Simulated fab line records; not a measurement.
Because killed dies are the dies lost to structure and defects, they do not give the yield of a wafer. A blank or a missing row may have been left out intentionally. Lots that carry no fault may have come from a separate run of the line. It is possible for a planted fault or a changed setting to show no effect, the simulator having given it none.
Which tool was responsible? -- flow sky130 -- 36 wafers from 12 lots sampled at 5 of the route's 708 steps

WHAT THE GAUGES READ, wafer by wafer
The record lacks any reading of a measuring or inspecting step that a usual standard deviation could be used to judge.

TOOL THAT RAN EACH LOT (tool first, then ch and the chambers of the sampled wafers, then the start)
lot,SKY_VIA2_CVD_21,SKY_METAL3_SPUTTER_03,SKY_METAL3_DEVELOP_12,SKY_VIA3_CMP_02,SKY_PAD_OPEN_PROBE_99
L341,"cvd_w-01 ch 0, day 36 20:16","pvd_sputter-03, day 36 21:05","litho_track-02 ch 0, day 39 01:00","cmp-01 ch 0,2,3, day 39 02:58",-
L343,"cvd_w-01 ch 0,1, day 37 05:39","pvd_sputter-02, day 37 06:21","litho_track-03 ch 0, day 39 09:00","cmp-02 ch 0,1,3, day 39 11:33","prober-01, day 46 15:08"
L344,"cvd_w-02 ch 0,1, day 37 15:16","pvd_sputter-02, day 37 15:58","litho_track-03 ch 0, day 39 19:00","cmp-01 ch 1,2,3, day 39 20:46",-
L346,"cvd_w-01 ch 0, day 38 09:18","pvd_sputter-04, day 38 09:59","litho_track-03 ch 0, day 40 12:00","cmp-01 ch 0,1,3, day 40 13:58","prober-02, day 47 12:20"
L348,"cvd_w-02 ch 0,1, day 39 04:45","pvd_sputter-04, day 39 05:27","litho_track-01 ch 0, day 41 08:00","cmp-02 ch 0,1, day 41 09:30","prober-02, day 48 03:04"
L354,"cvd_w-01 ch 0,1, day 40 17:31","pvd_sputter-03, day 40 18:13","litho_track-03 ch 0, day 42 18:00","cmp-01 ch 0,1,2, day 42 20:19",-
L356,"cvd_w-01 ch 0,1, day 41 10:29","pvd_sputter-02, day 41 11:27","litho_track-03 ch 0, day 43 11:00","cmp-01 ch 2,3, day 43 12:41","prober-02, day 49 17:30"
L358,"cvd_w-02 ch 0,1, day 42 02:05","pvd_sputter-03, day 42 02:47","litho_track-01 ch 0, day 44 01:00","cmp-02 ch 0,2, day 44 03:11",-
L359,"cvd_w-02 ch 0,1, day 42 03:59","pvd_sputter-04, day 42 04:38","litho_track-01 ch 0, day 44 02:00","cmp-01 ch 2,3, day 44 03:33",-
L361,"cvd_w-02 ch 0,1, day 42 17:43","pvd_sputter-03, day 42 19:09","litho_track-02 ch 0, day 44 17:00","cmp-02 ch 1,2, day 44 18:40",-
L362,"cvd_w-02 ch 1, day 42 21:02","pvd_sputter-02, day 42 21:45","litho_track-01 ch 0, day 44 19:00","cmp-01 ch 1,2,3, day 44 20:41",-
L363,"cvd_w-01 ch 0,1, day 43 11:25","pvd_sputter-03, day 43 12:06","litho_track-02 ch 0, day 45 09:00","cmp-01 ch 0,1,2, day 45 10:38",-
- SKY_VIA2_CVD_21: deposits W, target thk 420 nm, time 126.4 s.
- SKY_METAL3_SPUTTER_03: material Ti, target thk 5 nm, time 3.3 s.
- SKY_METAL3_DEVELOP_12: develop time 60 s.
- SKY_VIA3_CMP_02: polishes SiO2.
- SKY_PAD_OPEN_PROBE_99

AS READ BY THE TOOLS THEMSELVES (means over the sampled wafers that have a number; for cases with no such wafer, the mark the record gives instead)
SKY_VIA2_CVD_21. Usual: chamber_pressure_Torr 40.00 Torr, standard deviation 0.079; heater_power_w 869 W, standard deviation 54.
lot,tool,chamber_pressure_Torr (Torr),heater_power_w (W),flag
L341,cvd_w-01,39.91,850,
L343,cvd_w-01,39.96,892,
L344,cvd_w-02,40.05,840,
L346,cvd_w-01,40.15,843,
L348,cvd_w-02,40.00,873,
L354,cvd_w-01,39.99,866,
L356,cvd_w-01,39.97,900,
L358,cvd_w-02,40.07,833,
L359,cvd_w-02,39.99,885,
L361,cvd_w-02,40.00,871,
L362,cvd_w-02,39.95,915,
L363,cvd_w-01,39.95,864,

SKY_METAL3_SPUTTER_03. Usual: throttle_valve_pct reads 30.3 % (standard deviation 0.83).
lot,tool,throttle_valve_pct (%),flag
L341,pvd_sputter-03,30.2,
L343,pvd_sputter-02,30.1,
L344,pvd_sputter-02,30.4,
L346,pvd_sputter-04,30.5,
L348,pvd_sputter-04,29.9,
L354,pvd_sputter-03,30.5,
L356,pvd_sputter-02,29.8,
L358,pvd_sputter-03,30.2,
L359,pvd_sputter-04,30.4,
L361,pvd_sputter-03,30.6,
L362,pvd_sputter-02,31.3,
L363,pvd_sputter-03,30.5,

SKY_METAL3_DEVELOP_12. Usual: developer_temp_C reads 21.00 C (standard deviation 0.11).
lot,tool,developer_temp_C (C),flag
L341,litho_track-02,21.06,
L343,litho_track-03,20.89,
L344,litho_track-03,20.97,
L346,litho_track-03,20.99,
L348,litho_track-01,20.97,
L354,litho_track-03,21.55,OFF
L356,litho_track-03,21.65,OFF
L358,litho_track-01,20.93,
L359,litho_track-01,21.06,
L361,litho_track-02,21.00,
L362,litho_track-01,21.04,
L363,litho_track-02,20.90,

SKY_VIA3_CMP_02. Usual: motor_current_A 12.8 A, standard deviation 1.3; retaining_ring_pressure_frac 0.999, standard deviation 0.0048.
lot,tool,motor_current_A (A),retaining_ring_pressure_frac,flag
L341,cmp-01,13.2,0.996,
L343,cmp-02,11.9,0.999,
L344,cmp-01,13.9,0.999,
L346,cmp-01,12.1,1.001,
L348,cmp-02,11.9,1.002,
L354,cmp-01,13.3,0.995,
L356,cmp-01,13.5,0.998,
L358,cmp-02,12.0,0.998,
L359,cmp-01,14.4,0.993,
L361,cmp-02,13.0,1.000,
L362,cmp-01,13.2,1.000,
L363,cmp-01,13.0,1.001,

SKY_PAD_OPEN_PROBE_99. Usual: defect_limited_yield 82.9 %, standard deviation 2; killed_at_M0_to_M3 42, standard deviation 7.6; killed_at_M4_up 2.9, standard deviation 1.7; killed_at_contacts 24, standard deviation 5.1; killed_at_front_end 15, standard deviation 4; killed_at_other 0.2, standard deviation 0.38; killed_dies 84, standard deviation 9.9; killed_open 46, standard deviation 7.2; killed_short 38, standard deviation 6.6; sort_bin_3_pad_short 0.9 %, standard deviation 0.38; sort_bin_5_function 10.2 %, standard deviation 1.5; sort_bin_6_memory 6.0 %, standard deviation 1; sort_n_pass 408, standard deviation 9.9; sort_yield_pct 82.9 %, standard deviation 2.
lot,tool,defect_limited_yield (%),killed_at_M0_to_M3,killed_at_M4_up,killed_at_contacts,killed_at_front_end,killed_at_other,killed_dies,killed_open,killed_short,sort_bin_3_pad_short (%),sort_bin_5_function (%),sort_bin_6_memory (%),sort_n_pass,sort_yield_pct (%),flag
L343,prober-01,83.6,38,1.3,24,17,0.3,81,44,36,0.9,11.0,4.5,411,83.6,
L346,prober-02,82.7,36,2.0,32,16,0.0,85,47,38,0.7,11.2,5.5,407,82.7,
L348,prober-02,86.3,32,3.0,17,15,0.3,67,31,36,0.6,7.8,5.2,425,86.3,
L356,prober-02,82.8,42,5.0,25,12,0.3,84,45,39,1.0,9.8,6.4,408,82.8,

THE ANSWER, worked out from the rows above alone
Rule: a lot counts as off when the mean over its wafers that have a number is more than 3 standard deviations away from the usual mean. A lot without any number at a reading at which 4 lots or more have one is off too. Where the step has rows for the other lots, those lots are counted as sound. The gauges are gone through in route order, then the tools' own readings, and for those a lot's mean is taken as printed above. The first step at which some lot is off is used, and at that step the reading that is off furthest; a lot without a number counts as furthest.
Off: L354, L356 (SKY_METAL3_DEVELOP_12, developer_temp_C).
A tool fits if, at that step or a process step before it, it ran every lot that is off, and no sound lot after the first of them. One fits: SKY_METAL3_DEVELOP_12 on litho_track-03. A fault onset in the window from L346 (day 40 12:00, its last sound lot) to L354 (day 42 18:00, its first lot off) fits.
The tool's own readings at SKY_METAL3_DEVELOP_12 bear it out: on the lots that are off they differ by more than 5 times the standard deviation of the sound lots' means. developer_temp_C reads 21.60 C there against 20.98 C on the sound lots.

WHAT THE SIMULATOR HAD INSERTED
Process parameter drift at SKY_METAL3_DEVELOP_12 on litho_track-03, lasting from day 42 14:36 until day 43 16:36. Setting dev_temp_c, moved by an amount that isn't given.
Struck lots among those shown: L354, L356. The same result came from the rule above.
